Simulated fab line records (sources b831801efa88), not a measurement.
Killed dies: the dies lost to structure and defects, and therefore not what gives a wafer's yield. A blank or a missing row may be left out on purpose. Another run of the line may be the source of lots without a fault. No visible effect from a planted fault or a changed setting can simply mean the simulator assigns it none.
Struck lot and sound lot, side by side | flow gf180mcu | 15 steps out of a route of 602
Sound: wafers L471.1, L471.2, L471.3. Struck: wafers L476.1, L476.2, L476.5. The cause is named last.
At each step with rows: each side's tool, then ch and its chambers, then its first start. Under that, the readings that differ: sound wafers | struck wafers | difference of the means | sigmas: that difference in standard deviations of wafers without a fault.
alike: readings whose means differ by less than 2 such deviations, and words and numbers that are the same on both sides. not compared: withheld readings, readings that some wafer has no value for, bounds like >300 that may hide the same value, and numbers for which the record gives no deviation and whose values overlap.
A row with sigmas, a row that says differs or no value, or rows on one side alone: a step with any of these is where the two part. When numbers do not overlap yet have no deviation, they are printed without sigmas and do not part them. Lack of a reading on every wafer of one side parts them only where that side has two or more wafers.

GF_VT_IMPLANT_OVL_MEAS_29:
  sound on overlay-01 at day 9 06:05; struck on overlay-01 at day 10 19:10
  alike: VT_IMPLANT_02_OVL
next, for these wafers, 1 step has no rows: GF_VT_IMPLANT_IMPLANT_30.
GF_VT_IMPLANT_STRIP_31: strips in O2/N2.
  sound on plasmaAsher-03 ch 0,1, day 9 06:16; struck on plasmaAsher-03 ch 0,1, day 10 19:21
  alike: drypumpMotorCurrentA, heaterPowerW, o2FlowSccm, oesProductAu, stripTimeToEndpointS
  not compared: rfHoursCounterH
GF_VT_IMPLANT_TW_MEAS_32:
  sound on filmMetro-01 at day 9 06:22; struck on filmMetro-01 at day 10 19:27
  alike: VT_IMPLANT_3_TW
then, 7 steps without rows for these wafers: GF_VT_IMPLANT_DEHYDRATE_33 (time 60 s); GF_VT_IMPLANT_HMDS_34 (prime time 60 s); GF_VT_IMPLANT_COAT_35 (resist thk 1000 nm); GF_VT_IMPLANT_SOFTBAKE_36 (time 60 s); GF_VT_IMPLANT_EXPOSE_37 (exposes mask Nwell HV AREA, target cd 860 nm); GF_VT_IMPLANT_PEB_38; GF_VT_IMPLANT_DEVELOP_39 (develop time 58.98 s).
GF_VT_IMPLANT_OVL_MEAS_40:
  sound on overlay-02 at day 9 23:25; struck on overlay-02 at day 11 14:04
reading                | sound       | struck         | difference | sigmas
VT_IMPLANT_03_OVL (nm) | 1.6 1.6 2.2 | -1.2 -2.6 -1.7 | -3.6       | -3
GF_VT_IMPLANT_IMPLANT_41:
  sound on implanter-04 ch 0, day 9 23:27; struck on implanter-04 ch 0, day 11 14:06
reading           | sound                           | struck                           | difference  | sigmas
doseIonsCm2       | 1.014e+12 1.0142e+12 1.0139e+12 | 5.4638e+12 5.4632e+12 5.4634e+12 | +4.4494e+12 | +99 or more
faradayCurrentUA  | 5.68 5.72 5.39                  | 31.01 31.43 31.04                | +25.56      | +99 or more
tiltDeg (degrees) | 7.035 7.056 7.046               | 6.989 6.965 7.016                | -0.056      | -3
  alike: beamOnS
GF_VT_IMPLANT_STRIP_42: strips in O2/N2.
  sound on plasmaAsher-03 ch 0,1, day 9 23:36; struck on plasmaAsher-02 ch 0,1, day 11 14:15
  alike: drypumpMotorCurrentA, heaterPowerW, o2FlowSccm, oesProductAu, stripTimeToEndpointS
  not compared: rfHoursCounterH
GF_VT_IMPLANT_TW_MEAS_43:
  sound on filmMetro-01 at day 9 23:42; struck on filmMetro-04 at day 11 14:37
reading         | sound       | struck         | difference | sigmas
VT_IMPLANT_4_TW | 694 695 692 | 1171 1170 1174 | +478       | +72
  not compared: hold

WHERE THEY PART
Earliest at GF_VT_IMPLANT_OVL_MEAS_40; latest, in this record, at GF_VT_IMPLANT_TW_MEAS_43.

WHY: the cause the simulator had injected
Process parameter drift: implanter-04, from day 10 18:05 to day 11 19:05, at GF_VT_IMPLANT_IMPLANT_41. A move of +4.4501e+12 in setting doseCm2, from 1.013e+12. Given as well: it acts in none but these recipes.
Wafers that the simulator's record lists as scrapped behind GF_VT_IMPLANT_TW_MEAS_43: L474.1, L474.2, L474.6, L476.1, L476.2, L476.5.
